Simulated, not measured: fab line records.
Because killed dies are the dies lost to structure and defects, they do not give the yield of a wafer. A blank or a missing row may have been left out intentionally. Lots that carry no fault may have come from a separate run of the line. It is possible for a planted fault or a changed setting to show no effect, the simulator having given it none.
Chamber matching / flow gf180mcu / pecvd-02 running GF_MIM_CVD_05: 3 sister chambers
The step deposits Si3N4, target thk 42 nm, time 29.086 s. 3 wafers are shown with their chamber, then 8 later ones without.

EACH WAFER AND ITS CHAMBER
wafer=L213.1; chamber=0; heaterPowerW (W)=705
wafer=L213.5; chamber=2; heaterPowerW (W)=651
wafer=L218.1; chamber=1; heaterPowerW (W)=713

WAFERS MISSING THEIR CHAMBER
wafer=L218.2; heaterPowerW (W)=663
wafer=L218.5; heaterPowerW (W)=664
wafer=L219.1; heaterPowerW (W)=714
wafer=L219.2; heaterPowerW (W)=694
wafer=L219.3; heaterPowerW (W)=731
wafer=L228.2; heaterPowerW (W)=667
wafer=L228.3; heaterPowerW (W)=721
wafer=L228.5; heaterPowerW (W)=712

CHAMBER TAKEN BY EACH
wafer=L218.2; from the rows above=2; in truth=2
wafer=L218.5; from the rows above=2; in truth=2
wafer=L219.1; from the rows above=can't be placed: 1 or 0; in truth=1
wafer=L219.2; from the rows above=can't be placed: 0 or 1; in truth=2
wafer=L219.3; from the rows above=can't be placed: 1 or 0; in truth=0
wafer=L228.2; from the rows above=can't be placed: 2 or 0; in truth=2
wafer=L228.3; from the rows above=can't be placed: 1 or 0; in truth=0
wafer=L228.5; from the rows above=can't be placed: 1 or 0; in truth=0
Correct placement for 2 of the 8. Can't be placed from these rows: 6 (the true chamber is among the candidates in 5). Placed wrongly: 0.
How it was worked out, from the rows above alone: a wafer's distance from a chamber is the root of the sum, over the readings, of the square of ((its reading less the chamber's mean) divided by the reading's scatter). The wafer belongs to the nearest chamber; if the next one is less than 2 further off, it can't be placed. Each chamber's mean is taken over the wafers shown for it. The scatter: root of mean squared gap, hidden wafer to nearest shown wafer, with one shown wafer a chamber.
